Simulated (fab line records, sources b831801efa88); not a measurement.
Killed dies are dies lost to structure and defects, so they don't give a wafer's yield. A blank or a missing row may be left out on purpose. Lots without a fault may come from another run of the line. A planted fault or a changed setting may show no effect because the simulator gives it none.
One fault seen from 2 desks | flow sky130 | each desk has only its own numbers; what lay behind them comes last

THE METROLOGY DESK
What the gauges read, lot by lot, whatever tool the lot ran on: means of the sampled wafers that have a number. A lot is out of limits, marked OUT, if its mean lies more than 4 standard deviations from the usual mean; the brackets give that distance.
Columns: A = FIELD_ISO_OXIDATION_01_THK at SKY_FIELD_ISO_THK_MEAS_23, usual 10.18 nm; B = VT_ADJUST_HVTP_TW at SKY_VT_ADJUST_HVTP_TW_MEAS_11, usual 1364; C = VT_ADJUST_LVTN_2_TW at SKY_VT_ADJUST_LVTN_TW_MEAS_21, usual 189.4
lot  | first seen here | A     | B             | C
L407 | day 2 08:54     | 10.23 | 1350          | 190.5
L409 | day 2 18:29     | 10.12 | 1362          | 189.5
L412 | day 3 08:14     | 10.12 | 1379          | 190.4
L413 | day 3 15:18     | 9.90  | 1372          | 191.2
L414 | day 3 18:07     | 10.26 | 1378          | 190.7
L415 | day 4 00:34     | 10.12 | 1359          | 191.1
L417 | day 4 11:08     | 10.24 | 1353          | 187.5
L422 | day 5 15:02     | 9.89  | 988 (-38) OUT | 188.7
L424 | day 6 01:14     | 10.26 | 989 (-37) OUT | 188.2
L425 | day 6 05:19     | 10.04 | 1353          | 188.1
L426 | day 6 10:58     | 10.20 | 1364          | 187.7
L430 | day 7 06:33     | 10.10 | 1360          | 190.2
This desk's finding: out of limits on L422, L424; first on L422, day 10 04:36 (VT_ADJUST_HVTP_TW at SKY_VT_ADJUST_HVTP_TW_MEAS_11). In limits: L407, L409, L412, L413, L414, L415, L417, L425, L426, L430.

THE TOOL OWNER'S DESK: implanter-02
The tool's own readings at SKY_VT_ADJUST_HVTP_IMPLANT_09: means of the sampled wafers that have a number, for each lot that ran on this tool. A lot is out of limits, marked OUT, if its mean lies more than 4 standard deviations from the usual mean; the brackets give that distance.
Columns: A = dose_ions_cm2 at SKY_VT_ADJUST_HVTP_IMPLANT_09, usual 4.3e+12; B = faraday_current_uA at SKY_VT_ADJUST_HVTP_IMPLANT_09, usual 24.3
lot  | first seen here | A                         | B
L407 | day 6 03:45     | 4.3e+12                   | 24.8
L409 | day 6 13:13     | 4.3e+12                   | 24.4
L412 | day 7 09:05     | 4.3e+12                   | 24.1
L413 | day 7 17:28     | 4.3e+12                   | 24.7
L422 | day 10 04:21    | 1.6e+12 (-99 or more) OUT | 8.7 (-30) OUT
L424 | day 10 17:00    | 1.6e+12 (-99 or more) OUT | 8.9 (-30) OUT
This desk's finding: out of limits on L422, L424; first on L422, day 10 04:21 (dose_ions_cm2 at SKY_VT_ADJUST_HVTP_IMPLANT_09). In limits: L407, L409, L412, L413.

PUT TOGETHER
The tool owner's desk could have raised an alarm at day 10 04:21, on L422, L424.
The metrology desk could have raised an alarm at day 10 04:36, on L422, L424.
Of the lots named, all ran SKY_VT_ADJUST_HVTP_IMPLANT_09 on implanter-02.

WHAT THE SIMULATOR HAD PUT IN
Process parameter drift: implanter-02, from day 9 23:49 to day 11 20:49, at SKY_VT_ADJUST_HVTP_IMPLANT_09. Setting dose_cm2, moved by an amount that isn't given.
Lots struck among those shown: L422, L424.
Hours from the fault's start to each desk's first reading out of limits: the tool owner's desk, 5; the metrology desk, 5.
